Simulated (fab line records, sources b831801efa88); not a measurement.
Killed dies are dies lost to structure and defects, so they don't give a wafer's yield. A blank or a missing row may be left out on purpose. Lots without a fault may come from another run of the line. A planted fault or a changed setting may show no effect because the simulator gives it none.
Which tool did it? | flow sky130 | 14 lots, 42 wafers sampled, at 2 steps of a route of 708

WHAT THE GAUGES READ, wafer by wafer
SKY_LI_CONTACT_THK_MEAS_01. Usual: LI_CONTACT_HDPCVD_THK 930 nm, standard deviation 8.
lot  | measured     | on            | LI_CONTACT_HDPCVD_THK (nm) | flag
L108 | day 27 19:40 | film_metro-03 | 944 942 937                |
L109 | day 28 05:28 | film_metro-03 | 941 942 942                |
L111 | day 28 20:35 | film_metro-02 | 925 923 917                |
L113 | day 29 18:55 | film_metro-02 | 920 931 922                |
L117 | day 31 04:55 | film_metro-03 | 911 924 927                |
L118 | day 31 08:58 | film_metro-04 | 935 933 933                |
L119 | day 31 19:57 | film_metro-02 | 934 933 930                |
L120 | day 32 03:37 | film_metro-03 | 927 928 935                |
L121 | day 32 13:35 | film_metro-02 | 918 920 934                |
L122 | day 33 08:00 | film_metro-02 | 933 913 926                |
L126 | day 34 05:36 | film_metro-04 | 935 930 930                |
L125 | day 34 09:18 | film_metro-04 | 930 931 923                |
L127 | day 34 16:16 | film_metro-04 | 938 937 941                |
L130 | day 35 06:13 | film_metro-03 | 934 932 929                |

SKY_LOCAL_INTERCONNECT_CD_MEAS_11: target cd 170 nm. Usual: cd_nm 169.8 nm, standard deviation 1.2.
lot  | measured     | on        | cd_nm (nm)        | flag
L108 | day 30 06:26 | cd_sem-02 | 170.1 170.3 169.2 |
L109 | day 30 15:24 | cd_sem-01 | 170.2 171.5 171.0 |
L111 | day 31 06:12 | cd_sem-02 | 169.0 168.9 170.2 |
L113 | day 32 03:35 | cd_sem-02 | 168.8 170.6 168.9 |
L117 | day 33 12:31 | cd_sem-02 | 171.4 170.6 170.6 |
L118 | day 33 16:21 | cd_sem-01 | 168.2 170.1 169.8 |
L119 | day 34 03:29 | cd_sem-02 | 171.4 169.4 170.0 |
L120 | day 34 11:29 | cd_sem-02 | 168.7 169.6 169.2 |
L121 | day 34 21:19 | cd_sem-02 | 170.4 171.0 170.4 |
L122 | day 35 14:30 | cd_sem-01 | 170.7 170.1 169.8 |
L126 | day 36 12:13 | cd_sem-01 | 169.4 171.8 171.5 |
L125 | day 36 16:25 | cd_sem-01 | 170.1 169.0 169.6 |
L127 | day 36 23:11 | cd_sem-02 | 168.2 166.5 169.1 |
L130 | day 37 12:02 | cd_sem-01 | 168.7 171.6 170.6 |

WHICH TOOL RAN EACH LOT (tool, then ch and the chambers of the sampled wafers, then the start)
The record holds no process step before these readings.

WHAT THE TOOLS THEMSELVES READ (means of the sampled wafers that have a number; where no wafer has one, the mark that the record gives instead)
The record holds no such reading with a usual standard deviation.

THE ANSWER, worked out from the rows above alone
Rule: a lot is off if the mean of its wafers that have a number lies more than 3 standard deviations from the usual mean. A lot without any number at a reading at which 4 lots or more have one is off too. The other lots that the step has rows for count as sound. The gauges are gone through in route order, then the tools' own readings, and for those a lot's mean is taken as printed above. The first step at which some lot is off is used, and at that step the reading that is off furthest; a lot without a number counts as furthest.
No lot is off at any reading shown: from this, nothing can be told.

WHAT THE SIMULATOR HAD PUT IN
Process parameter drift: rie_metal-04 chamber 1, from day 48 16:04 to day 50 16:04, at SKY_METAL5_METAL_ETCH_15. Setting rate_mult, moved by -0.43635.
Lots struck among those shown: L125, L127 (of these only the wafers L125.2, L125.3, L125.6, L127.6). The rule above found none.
